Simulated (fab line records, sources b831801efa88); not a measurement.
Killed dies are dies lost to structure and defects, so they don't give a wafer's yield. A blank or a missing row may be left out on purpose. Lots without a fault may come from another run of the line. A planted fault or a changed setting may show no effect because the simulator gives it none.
Which tool did it? | flow gf180mcu | 13 lots, 39 wafers sampled, at 4 steps of a route of 602

WHAT THE GAUGES READ, wafer by wafer
GF_V5_THK_MEAS_03. Usual: V5_CVD_02_THK 1461 nm, standard deviation 26.
lot  | measured     | on            | V5_CVD_02_THK (nm) | flag
L344 | day 25 21:43 | film_metro-04 | 1434 1443 1476     |
L345 | day 26 07:28 | film_metro-02 | 1459 1442 1478     |
L349 | day 27 20:13 | film_metro-01 | 1458 1455 1469     |
L348 | day 27 22:10 | film_metro-01 | 1434 1453 1483     |
L352 | day 28 20:02 | film_metro-04 | 1443 1455 1449     |
L353 | day 29 08:58 | film_metro-04 | 1437 1432 1405     |
L354 | day 29 17:41 | film_metro-02 | 1433 1452 1470     |
L355 | day 29 21:58 | film_metro-04 | 1461 1465 1486     |
L356 | day 29 22:38 | film_metro-02 | 1463 1439 1448     |
L357 | day 30 07:38 | film_metro-04 | 1491 1472 1514     |
L359 | day 30 22:53 | film_metro-02 | 1490 1478 1495     |
L360 | day 31 07:01 | film_metro-04 | 1454 1423 1418     |
L367 | day 32 22:21 | film_metro-02 | 1481 1471 1487     |

WHICH TOOL RAN EACH LOT (tool, then ch and the chambers of the sampled wafers, then the start)
lot  | GF_NWELL_IMPLANT_08            | GF_M4_METAL_ETCH_16               | GF_V5_CVD_02
L344 | implanter-01 ch 0, day 3 00:58 | rie_metal-02 ch 0,1, day 22 22:41 | pecvd-04 ch 0,1,2, day 25 21:36
L345 | implanter-04 ch 0, day 3 06:13 | rie_metal-04 ch 0,1, day 23 09:49 | pecvd-04 ch 0,1,2, day 26 07:20
L349 | implanter-01 ch 0, day 4 08:21 | rie_metal-02 ch 0,1, day 25 01:34 | pecvd-02 ch 1,2, day 27 20:07
L348 | implanter-04 ch 0, day 4 08:38 | rie_metal-01 ch 1, day 25 03:02   | pecvd-03 ch 1,2, day 27 22:03
L352 | implanter-04 ch 0, day 5 03:29 | rie_metal-02 ch 0,1, day 26 03:43 | pecvd-04 ch 0,1,2, day 28 19:56
L353 | implanter-04 ch 0, day 5 10:11 | rie_metal-01 ch 0,1, day 26 16:46 | pecvd-02 ch 0,1,2, day 29 08:51
L354 | implanter-04 ch 0, day 5 15:09 | rie_metal-04 ch 0,1, day 27 02:29 | pecvd-03 ch 1, day 29 17:22
L355 | implanter-04 ch 0, day 5 21:33 | rie_metal-04 ch 0,1, day 27 08:14 | pecvd-04 ch 0,2, day 29 21:52
L356 | implanter-02 ch 0, day 6 01:25 | rie_metal-01 ch 0,1, day 27 08:50 | pecvd-03 ch 1, day 29 22:21
L357 | implanter-04 ch 0, day 6 06:46 | rie_metal-04 ch 0,1, day 27 17:53 | pecvd-04 ch 0,1, day 30 07:31
L359 | implanter-04 ch 0, day 6 20:13 | rie_metal-04 ch 0, day 28 10:14   | pecvd-04 ch 0,1, day 30 22:46
L360 | implanter-04 ch 0, day 7 03:29 | rie_metal-02 ch 0,1, day 28 18:44 | pecvd-02 ch 0,1,2, day 31 06:55
L367 | implanter-02 ch 0, day 8 15:21 | rie_metal-02 ch 1, day 30 14:05   | pecvd-04 ch 1,2, day 32 22:14
- GF_NWELL_IMPLANT_08
- GF_M4_METAL_ETCH_16: etches the open film in Cl2/BCl3, stops on SiO2, target depth 627.5 nm, time 104.6 s.
- GF_V5_CVD_02: deposits SiO2 from TEOS, target thk 1450 nm, time 163.28 s.

WHAT THE TOOLS THEMSELVES READ (means of the sampled wafers that have a number; where no wafer has one, the mark that the record gives instead)
GF_NWELL_IMPLANT_08. Usual: beam_energy_keV 449.99, standard deviation 0.14; end_station_pressure_torr 5.02e-06 Torr, standard deviation 2.7e-07.
lot  | tool         | beam_energy_keV | end_station_pressure_torr (Torr) | flag
L344 | implanter-01 | 450.15          | 4.89e-06                         |
L345 | implanter-04 | 449.91          | 5.01e-06                         |
L349 | implanter-01 | 450.10          | 5.07e-06                         |
L348 | implanter-04 | 450.06          | 4.96e-06                         |
L352 | implanter-04 | 449.91          | 4.66e-06                         |
L353 | implanter-04 | 449.82          | 4.89e-06                         |
L354 | implanter-04 | 449.84          | 4.86e-06                         |
L355 | implanter-04 | 449.99          | 5.14e-06                         |
L356 | implanter-02 | 450.21          | 5.17e-06                         |
L357 | implanter-04 | 450.08          | 5.08e-06                         |
L359 | implanter-04 | 469.25          | 4.85e-06                         | OFF
L360 | implanter-04 | 469.37          | 4.96e-06                         | OFF
L367 | implanter-02 | 450.08          | 5.08e-06                         |

GF_M4_METAL_ETCH_16. Usual: drypump_motor_current_A 5.74 A, standard deviation 0.23; oes_product_au 0.969 a.u., standard deviation 0.0074; rf_fwd_power_W 795.4 W, standard deviation 2.3; throttle_valve_pct 28.252 %, standard deviation 0.011.
lot  | tool         | drypump_motor_current_A (A) | oes_product_au (a.u.) | rf_fwd_power_W (W) | throttle_valve_pct (%) | flag
L344 | rie_metal-02 | 5.64                        | 0.970                 | 797.3              | 28.244                 |
L345 | rie_metal-04 | 5.60                        | 0.978                 | 795.3              | 28.234                 |
L349 | rie_metal-02 | 5.63                        | 0.969                 | 796.7              | 28.258                 |
L348 | rie_metal-01 | 6.23                        | 0.981                 | 794.8              | 28.243                 |
L352 | rie_metal-02 | 5.64                        | 0.978                 | 794.3              | 28.249                 |
L353 | rie_metal-01 | 5.85                        | 0.966                 | 796.3              | 28.254                 |
L354 | rie_metal-04 | 5.59                        | 0.974                 | 796.4              | 28.241                 |
L355 | rie_metal-04 | 5.63                        | 0.973                 | 794.3              | 28.249                 |
L356 | rie_metal-01 | 5.85                        | 0.960                 | 794.3              | 28.263                 |
L357 | rie_metal-04 | 5.59                        | 0.977                 | 795.1              | 28.249                 |
L359 | rie_metal-04 | 5.66                        | 0.971                 | 794.5              | 28.248                 |
L360 | rie_metal-02 | 5.64                        | 0.965                 | 796.2              | 28.260                 |
L367 | rie_metal-02 | 5.84                        | 0.969                 | 792.9              | 28.264                 |

GF_V5_CVD_02. Usual: heater_power_w 665 W, standard deviation 100; rf_fwd_power_W 597.7 W, standard deviation 1.8.
lot  | tool     | heater_power_w (W) | rf_fwd_power_W (W) | flag
L344 | pecvd-04 | 710                | 597.6              |
L345 | pecvd-04 | 598                | 597.9              |
L349 | pecvd-02 | 625                | 599.2              |
L348 | pecvd-03 | 671                | 599.6              |
L352 | pecvd-04 | 668                | 595.5              |
L353 | pecvd-02 | 556                | 598.0              |
L354 | pecvd-03 | 727                | 595.2              |
L355 | pecvd-04 | 717                | 598.0              |
L356 | pecvd-03 | 780                | 599.1              |
L357 | pecvd-04 | 579                | 597.7              |
L359 | pecvd-04 | 611                | 599.5              |
L360 | pecvd-02 | 668                | 597.3              |
L367 | pecvd-04 | 643                | 598.2              |

THE ANSWER, worked out from the rows above alone
Rule: a lot is off if the mean of its wafers that have a number lies more than 3 standard deviations from the usual mean. A lot without any number at a reading at which 4 lots or more have one is off too. The other lots that the step has rows for count as sound. The gauges are gone through in route order, then the tools' own readings, and for those a lot's mean is taken as printed above. The first step at which some lot is off is used, and at that step the reading that is off furthest; a lot without a number counts as furthest.
Off: L359, L360, at GF_NWELL_IMPLANT_08 (beam_energy_keV).
A tool fits if, at that step or a process step before it, it ran every lot that is off, and no sound lot after the first of them. One fits: implanter-04 at GF_NWELL_IMPLANT_08. Its last sound lot is L357 (day 6 06:46), its first lot that is off L359 (day 6 20:13): a fault that began between those two fits.
The tool's own readings at GF_NWELL_IMPLANT_08 bear it out: on the lots that are off they differ by more than 5 times the standard deviation of the sound lots' means. beam_energy_keV reads 469.31 there against 450.01 on the sound lots.

WHAT THE SIMULATOR HAD PUT IN
Process parameter drift: implanter-04, from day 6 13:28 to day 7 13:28, at GF_NWELL_IMPLANT_08. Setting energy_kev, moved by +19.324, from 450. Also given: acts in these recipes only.
Lots struck among those shown: L359, L360. The rule above found the same.
